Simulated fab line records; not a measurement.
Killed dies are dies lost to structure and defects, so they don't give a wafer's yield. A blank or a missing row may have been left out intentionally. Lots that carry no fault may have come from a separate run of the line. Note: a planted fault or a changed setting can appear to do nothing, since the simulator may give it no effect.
Which tool was responsible? / flow gf180mcu / 10 lots, 30 wafers sampled, at 5 steps of a route of 602

== WHAT THE GAUGES SHOWED, per wafer ==
GF_VT_IMPLANT_TW_MEAS_21. Usual: for VT_IMPLANT_2_TW the level is 1218 and the standard deviation is 12.
lot=L686; measured=day 6 07:04; on=filmMetro-01; VT_IMPLANT_2_TW=1193 1194 1197; flag=
lot=L687; measured=day 6 10:59; on=filmMetro-04; VT_IMPLANT_2_TW=1223 1226 1229; flag=
lot=L688; measured=day 6 16:28; on=filmMetro-03; VT_IMPLANT_2_TW=1226 1215 1224; flag=
lot=L689; measured=day 6 23:44; on=filmMetro-04; VT_IMPLANT_2_TW=1231 1226 1221; flag=
lot=L690; measured=day 7 11:28; on=filmMetro-03; VT_IMPLANT_2_TW=1230 1232 1230; flag=
lot=L691; measured=day 7 12:22; on=filmMetro-04; VT_IMPLANT_2_TW=1223 1222 1223; flag=
lot=L692; measured=day 7 20:40; on=filmMetro-01; VT_IMPLANT_2_TW=868 865 870; flag=OFF
lot=L693; measured=day 8 01:07; on=filmMetro-04; VT_IMPLANT_2_TW=885 892 889; flag=OFF
lot=L694; measured=day 8 06:41; on=filmMetro-04; VT_IMPLANT_2_TW=887 886 891; flag=OFF
lot=L695; measured=day 8 14:28; on=filmMetro-01; VT_IMPLANT_2_TW=867 871 869; flag=OFF

GF_VT_IMPLANT_RS_MEAS_47: measurement is done with a four-point probe. Usual: for NWELL_RS the level is 487.0 ohm/sq and the standard deviation is 1.4.
lot=L686; measured=day 7 13:38; on=filmMetro-01; NWELL_RS (ohm/sq)=488.5 487.7 488.6; flag=
lot=L687; measured=day 7 18:53; on=filmMetro-02; NWELL_RS (ohm/sq)=488.4 487.7 487.7; flag=
lot=L688; measured=day 8 00:20; on=filmMetro-04; NWELL_RS (ohm/sq)=484.0 485.2 485.4; flag=
lot=L689; measured=day 8 07:38; on=filmMetro-04; NWELL_RS (ohm/sq)=485.1 486.2 484.1; flag=
lot=L690; measured=day 8 19:56; on=filmMetro-02; NWELL_RS (ohm/sq)=486.0 486.8 487.3; flag=
lot=L691; measured=day 8 21:53; on=filmMetro-02; NWELL_RS (ohm/sq)=488.5 487.8 488.4; flag=
lot=L692; measured=day 9 06:50; on=filmMetro-02; NWELL_RS (ohm/sq)=486.0 487.3 487.2; flag=
lot=L693; measured=day 9 10:22; on=filmMetro-04; NWELL_RS (ohm/sq)=485.8 486.1 486.2; flag=
lot=L694; measured=day 9 17:34; on=filmMetro-04; NWELL_RS (ohm/sq)=486.7 487.2 488.3; flag=
lot=L695; measured=day 10 02:02; on=filmMetro-01; NWELL_RS (ohm/sq)=485.4 485.5 487.7; flag=

GF_POLY_GATE_THK_MEAS_01. Usual: for POLY_GATE_CVD_00_THK the level is 199.9 nm and the standard deviation is 1.8.
lot=L686; measured=day 8 12:14; on=filmMetro-04; POLY_GATE_CVD_00_THK (nm)=200.6 198.1 198.3; flag=
lot=L687; measured=day 8 17:44; on=filmMetro-02; POLY_GATE_CVD_00_THK (nm)=197.3 200.0 196.5; flag=
lot=L688; measured=day 8 21:55; on=filmMetro-04; POLY_GATE_CVD_00_THK (nm)=198.7 199.0 198.5; flag=
lot=L689; measured=day 9 08:10; on=filmMetro-02; POLY_GATE_CVD_00_THK (nm)=198.8 198.0 198.8; flag=
lot=L690; measured=day 9 18:53; on=filmMetro-03; POLY_GATE_CVD_00_THK (nm)=201.8 202.6 200.3; flag=
lot=L691; measured=day 9 20:13; on=filmMetro-04; POLY_GATE_CVD_00_THK (nm)=201.8 202.0 200.9; flag=
lot=L692; measured=day 10 10:31; on=filmMetro-03; POLY_GATE_CVD_00_THK (nm)=201.3 201.6 201.7; flag=
lot=L693; measured=day 10 10:30; on=filmMetro-02; POLY_GATE_CVD_00_THK (nm)=198.4 196.4 198.0; flag=
lot=L694; measured=day 10 18:40; on=filmMetro-03; POLY_GATE_CVD_00_THK (nm)=200.6 200.9 200.9; flag=
lot=L695; measured=day 11 05:32; on=filmMetro-04; POLY_GATE_CVD_00_THK (nm)=197.4 198.9 199.8; flag=

== TOOL THAT RAN EACH LOT (tool first, then ch and the chambers of the sampled wafers, then the start) ==
lot=L686; GF_MVSD_STRIP_10=plasmaAsher-01 ch 0,1, day 4 11:50; GF_VT_IMPLANT_IMPLANT_19=implanter-02 ch 0, day 6 06:49
lot=L687; GF_MVSD_STRIP_10=plasmaAsher-04 ch 0,1, day 4 16:00; GF_VT_IMPLANT_IMPLANT_19=implanter-04 ch 0, day 6 10:46
lot=L688; GF_MVSD_STRIP_10=plasmaAsher-03 ch 0,1, day 4 20:27; GF_VT_IMPLANT_IMPLANT_19=implanter-02 ch 0, day 6 16:14
lot=L689; GF_MVSD_STRIP_10=plasmaAsher-01 ch 0,1, day 5 03:06; GF_VT_IMPLANT_IMPLANT_19=implanter-03 ch 0, day 6 23:29
lot=L690; GF_MVSD_STRIP_10=plasmaAsher-03 ch 0,1, day 5 13:20; GF_VT_IMPLANT_IMPLANT_19=implanter-02 ch 0, day 7 11:13
lot=L691; GF_MVSD_STRIP_10=plasmaAsher-01 ch 0,1, day 5 14:38; GF_VT_IMPLANT_IMPLANT_19=implanter-04 ch 0, day 7 12:07
lot=L692; GF_MVSD_STRIP_10=plasmaAsher-03 ch 0,1, day 5 21:20; GF_VT_IMPLANT_IMPLANT_19=implanter-04 ch 0, day 7 20:26
lot=L693; GF_MVSD_STRIP_10=plasmaAsher-03 ch 0,1, day 6 01:38; GF_VT_IMPLANT_IMPLANT_19=implanter-04 ch 0, day 8 00:52
lot=L694; GF_MVSD_STRIP_10=plasmaAsher-01 ch 0,1, day 6 07:05; GF_VT_IMPLANT_IMPLANT_19=implanter-03 ch 0, day 8 06:26
lot=L695; GF_MVSD_STRIP_10=plasmaAsher-03 ch 0,1, day 6 14:20; GF_VT_IMPLANT_IMPLANT_19=implanter-04 ch 0, day 8 14:13
- GF_MVSD_STRIP_10: strips in O2/N2.
- GF_VT_IMPLANT_IMPLANT_19

== AS READ BY THE TOOLS THEMSELVES (means over the sampled wafers that have a number; for cases with no such wafer, the mark the record gives instead) ==
GF_MVSD_STRIP_10. Usual: drypumpMotorCurrentA 5.8 A, standard deviation 0.37; heaterPowerW 309 W, standard deviation 29; oesProductAu 0.722 a.u., standard deviation 0.0044; stripTimeToEndpointS 37.04 s, standard deviation 0.086.
lot=L686; tool=plasmaAsher-01; drypumpMotorCurrentA (A)=5.8; heaterPowerW (W)=330; oesProductAu (a.u.)=0.721; stripTimeToEndpointS (s)=37.04; flag=
lot=L687; tool=plasmaAsher-04; drypumpMotorCurrentA (A)=5.3; heaterPowerW (W)=284; oesProductAu (a.u.)=0.724; stripTimeToEndpointS (s)=37.09; flag=
lot=L688; tool=plasmaAsher-03; drypumpMotorCurrentA (A)=5.9; heaterPowerW (W)=302; oesProductAu (a.u.)=0.722; stripTimeToEndpointS (s)=37.08; flag=
lot=L689; tool=plasmaAsher-01; drypumpMotorCurrentA (A)=6.0; heaterPowerW (W)=339; oesProductAu (a.u.)=0.720; stripTimeToEndpointS (s)=37.02; flag=
lot=L690; tool=plasmaAsher-03; drypumpMotorCurrentA (A)=6.0; heaterPowerW (W)=299; oesProductAu (a.u.)=0.724; stripTimeToEndpointS (s)=37.11; flag=
lot=L691; tool=plasmaAsher-01; drypumpMotorCurrentA (A)=5.8; heaterPowerW (W)=328; oesProductAu (a.u.)=0.719; stripTimeToEndpointS (s)=37.01; flag=
lot=L692; tool=plasmaAsher-03; drypumpMotorCurrentA (A)=6.0; heaterPowerW (W)=286; oesProductAu (a.u.)=0.722; stripTimeToEndpointS (s)=36.94; flag=
lot=L693; tool=plasmaAsher-03; drypumpMotorCurrentA (A)=5.9; heaterPowerW (W)=301; oesProductAu (a.u.)=0.718; stripTimeToEndpointS (s)=37.09; flag=
lot=L694; tool=plasmaAsher-01; drypumpMotorCurrentA (A)=5.8; heaterPowerW (W)=327; oesProductAu (a.u.)=0.726; stripTimeToEndpointS (s)=36.98; flag=
lot=L695; tool=plasmaAsher-03; drypumpMotorCurrentA (A)=6.0; heaterPowerW (W)=294; oesProductAu (a.u.)=0.724; stripTimeToEndpointS (s)=37.09; flag=

GF_VT_IMPLANT_IMPLANT_19. Usual: 100.00 for beamEnergyKeV, sd 0.029.
lot=L686 tool=implanter-02 beamEnergyKeV=99.98 flag=
lot=L687 tool=implanter-04 beamEnergyKeV=100.04 flag=
lot=L688 tool=implanter-02 beamEnergyKeV=100.02 flag=
lot=L689 tool=implanter-03 beamEnergyKeV=99.98 flag=
lot=L690 tool=implanter-02 beamEnergyKeV=99.98 flag=
lot=L691 tool=implanter-04 beamEnergyKeV=100.03 flag=
lot=L692 tool=implanter-04 beamEnergyKeV=100.02 flag=
lot=L693 tool=implanter-04 beamEnergyKeV=100.00 flag=
lot=L694 tool=implanter-03 beamEnergyKeV=99.97 flag=
lot=L695 tool=implanter-04 beamEnergyKeV=99.97 flag=

== THE ANSWER, worked out from the rows above alone ==
Rule: take the mean of a lot's wafers that have a number; if it is more than 3 standard deviations from the usual mean, the lot is off. A lot without any number at a reading at which 4 lots or more have one is off too. All remaining lots with rows at the step are treated as sound. After the gauges, taken in route order, come the tools' own readings; for these a lot's mean is taken, as printed above. At the first step where some lot is off, the reading lying furthest off is the one used; lots without a number count as furthest.
Off: L692, L693, L694, L695, seen at GF_VT_IMPLANT_TW_MEAS_21 (VT_IMPLANT_2_TW).
A tool fits if, at a process step before that reading, it ran every lot that is off, and no sound lot after the first of them. The gauges at GF_VT_IMPLANT_TW_MEAS_21 are tried like those tools. Not one of the candidates tried fits.

== WHAT WAS PUT IN BY THE SIMULATOR ==
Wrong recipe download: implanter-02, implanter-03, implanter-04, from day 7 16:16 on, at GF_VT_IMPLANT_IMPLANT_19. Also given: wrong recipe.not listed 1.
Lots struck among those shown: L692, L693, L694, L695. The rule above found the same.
